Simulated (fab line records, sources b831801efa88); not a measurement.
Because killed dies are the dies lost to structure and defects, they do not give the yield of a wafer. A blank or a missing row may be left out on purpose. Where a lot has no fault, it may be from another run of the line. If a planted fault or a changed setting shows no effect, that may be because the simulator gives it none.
The tool behind it: which one? | flow sky130 | 36 wafers from 12 lots sampled at 5 of the route's 708 steps

WHAT THE GAUGES READ, wafer by wafer
SKY_LDD_HVP_OVL_MEAS_07.
lot  | measured     | on         | LDD_HVP_OVL (nm)
L658 | day 20 20:00 | overlay-01 | 0.4 2.2 2.0
L659 | day 21 23:26 | overlay-02 | 2.0 1.2 0.6
L661 | day 23 04:56 | overlay-02 | -2.0 -1.3 -1.2
L663 | day 23 23:14 | overlay-02 | 1.9 1.3 1.9
L664 | day 24 13:44 | overlay-01 | 2.2 1.8 2.4
L668 | day 25 06:05 | overlay-02 | -1.0 2.9 0.8
L671 | day 27 07:02 | overlay-01 | -0.6 -1.8 -0.6
L669 | day 27 08:47 | overlay-02 | 1.0 0.5 -0.5
L672 | day 27 10:17 | overlay-01 | 0.6 0.9 0.6
L673 | day 27 12:36 | overlay-02 | -0.2 0.3 0.4
L679 | day 28 23:07 | overlay-02 | 0.6 0.4 -0.3
L680 | day 29 05:02 | overlay-01 | 0.0 1.2 -0.5

SKY_LDD_LDN_TW_MEAS_13.
lot  | measured     | on           | LDD_LDN_TW
L658 | day 22 02:37 | filmMetro-03 | 1474 1477 1468
L659 | day 23 06:35 | filmMetro-02 | 1496 1491 1492
L661 | day 24 12:19 | filmMetro-03 | 1483 1479 1487
L663 | day 25 06:30 | filmMetro-02 | 1489 1503 1495
L664 | day 25 21:12 | filmMetro-02 | 1496 1493 1500
L668 | day 26 12:03 | filmMetro-04 | 1469 1467 1461
L671 | day 28 12:41 | filmMetro-02 | 1592 1602 1594
L669 | day 28 13:58 | filmMetro-02 | 1488 1488 1492
L672 | day 28 16:47 | filmMetro-03 | 1593 1587 1589
L673 | day 28 18:19 | filmMetro-03 | 1589 1582 1590
L679 | day 30 04:17 | filmMetro-04 | 1467 1470 1464
L680 | day 30 10:28 | filmMetro-04 | 1468 1471 1469

EACH LOT AND THE TOOL THAT RAN IT (in order: tool; ch and the chambers of the sampled wafers; start)
lot  | SKY_LDD_HVP_STRIP_09                | SKY_LDD_LDN_IMPLANT_09          | SKY_LDD_LDN_STRIP_12
L658 | plasmaAsher-02 ch 0,1, day 20 20:11 | implanter-01 ch 0, day 22 02:04 | plasmaAsher-04 ch 0,1, day 22 02:31
L659 | plasmaAsher-03 ch 1, day 21 23:37   | implanter-04 ch 0, day 23 06:02 | plasmaAsher-04 ch 0,1, day 23 06:29
L661 | plasmaAsher-03 ch 0,1, day 23 05:07 | implanter-04 ch 0, day 24 11:46 | plasmaAsher-03 ch 0,1, day 24 12:13
L663 | plasmaAsher-01 ch 0,1, day 23 23:25 | implanter-04 ch 0, day 25 05:57 | plasmaAsher-04 ch 0,1, day 25 06:24
L664 | plasmaAsher-03 ch 0,1, day 24 13:55 | implanter-02 ch 0, day 25 20:39 | plasmaAsher-03 ch 0,1, day 25 21:06
L668 | plasmaAsher-03 ch 0,1, day 25 06:18 | implanter-02 ch 0, day 26 11:32 | plasmaAsher-01 ch 0,1, day 26 11:58
L671 | plasmaAsher-01 ch 0,1, day 27 07:13 | implanter-01 ch 0, day 28 11:49 | plasmaAsher-01 ch 0,1, day 28 12:35
L669 | plasmaAsher-01 ch 0,1, day 27 08:58 | implanter-01 ch 0, day 28 13:25 | plasmaAsher-03 ch 0,1, day 28 13:52
L672 | plasmaAsher-01 ch 0,1, day 27 10:28 | implanter-04 ch 0, day 28 15:44 | plasmaAsher-03 ch 0,1, day 28 16:41
L673 | plasmaAsher-01 ch 0, day 27 12:47   | implanter-04 ch 0, day 28 17:27 | plasmaAsher-04 ch 0,1, day 28 18:13
L679 | plasmaAsher-01 ch 0,1, day 28 23:19 | implanter-02 ch 0, day 30 03:46 | plasmaAsher-04 ch 0,1, day 30 04:12
L680 | plasmaAsher-01 ch 0,1, day 29 05:13 | implanter-04 ch 0, day 30 09:55 | plasmaAsher-01 ch 0,1, day 30 10:22
- SKY_LDD_HVP_STRIP_09: strips in O2/N2.
- SKY_LDD_LDN_IMPLANT_09
- SKY_LDD_LDN_STRIP_12: strips in O2/N2.

AS READ BY THE TOOLS THEMSELVES (means over the sampled wafers that have a number; for cases with no such wafer, the mark the record gives instead)
SKY_LDD_HVP_STRIP_09.
lot  | tool           | drypumpMotorCurrentA (A) | oesProductAu (a.u.) | stripTimeToEndpointS (s)
L658 | plasmaAsher-02 | 5.2                      | 0.406               | 4.146
L659 | plasmaAsher-03 | 5.9                      | 0.411               | 4.148
L661 | plasmaAsher-03 | 5.7                      | 0.406               | 4.146
L663 | plasmaAsher-01 | 5.4                      | 0.410               | 4.139
L664 | plasmaAsher-03 | 5.7                      | 0.405               | 4.134
L668 | plasmaAsher-03 | 5.7                      | 0.413               | 4.131
L671 | plasmaAsher-01 | 5.2                      | 0.403               | 4.126
L669 | plasmaAsher-01 | 5.2                      | 0.408               | 4.149
L672 | plasmaAsher-01 | 5.3                      | 0.408               | 4.141
L673 | plasmaAsher-01 | 5.7                      | 0.407               | 4.131
L679 | plasmaAsher-01 | 5.2                      | 0.407               | 4.123
L680 | plasmaAsher-01 | 5.2                      | 0.404               | 4.134

SKY_LDD_LDN_IMPLANT_09.
lot  | tool         | rotationDeg (degrees)
L658 | implanter-01 | 113.00
L659 | implanter-04 | 112.99
L661 | implanter-04 | 112.97
L663 | implanter-04 | 113.04
L664 | implanter-02 | 112.98
L668 | implanter-02 | 112.99
L671 | implanter-01 | 113.02
L669 | implanter-01 | 113.01
L672 | implanter-04 | 113.00
L673 | implanter-04 | 113.02
L679 | implanter-02 | 112.99
L680 | implanter-04 | 112.98

SKY_LDD_LDN_STRIP_12.
lot  | tool           | drypumpMotorCurrentA (A) | oesProductAu (a.u.) | stripTimeToEndpointS (s)
L658 | plasmaAsher-04 | 6.2                      | 0.720               | 14.25
L659 | plasmaAsher-04 | 6.1                      | 0.719               | 14.17
L661 | plasmaAsher-03 | 5.7                      | 0.713               | 14.18
L663 | plasmaAsher-04 | 6.1                      | 0.717               | 14.19
L664 | plasmaAsher-03 | 5.7                      | 0.716               | 14.19
L668 | plasmaAsher-01 | 5.5                      | 0.712               | 14.15
L671 | plasmaAsher-01 | 5.5                      | 0.713               | 14.14
L669 | plasmaAsher-03 | 5.5                      | 0.713               | 14.16
L672 | plasmaAsher-03 | 5.7                      | 0.716               | 14.15
L673 | plasmaAsher-04 | 6.1                      | 0.713               | 14.16
L679 | plasmaAsher-04 | 6.1                      | 0.715               | 14.23
L680 | plasmaAsher-01 | 5.4                      | 0.715               | 14.16

THE ANSWER, worked out from the rows above alone
Rule: usual is defined by the lots themselves. Put in order of their means at a reading, lots are off if they are a third of the lots or fewer, leave a main group of 4 or more, and stand apart from it by a gap of 3 or more times the standard deviation of the main group's means; of several such gaps the widest counts. If all means in a main group match to the digits the tables above print for the reading, that group is not used. Also off: a lot with no number at a reading for which 4 or more lots have one. The other lots that the step has rows for count as sound. The gauges are gone through in route order, then the tools' own readings, and for those a lot's mean is taken as printed above. The first step at which some lot is off is used, and at that step the reading that is off furthest; a lot without a number counts as furthest.
Off: at SKY_LDD_LDN_TW_MEAS_13 (LDD_LDN_TW), L671, L672, L673. The main group has a mean of 1481 with a standard deviation of 12.
A tool fits if, at a process step before that reading, it ran every lot that is off, and no sound lot after the first of them. Gauges at SKY_LDD_LDN_TW_MEAS_13: tried the same way as those tools. No candidate that was tried fits.

WHAT WAS PUT IN BY THE SIMULATOR
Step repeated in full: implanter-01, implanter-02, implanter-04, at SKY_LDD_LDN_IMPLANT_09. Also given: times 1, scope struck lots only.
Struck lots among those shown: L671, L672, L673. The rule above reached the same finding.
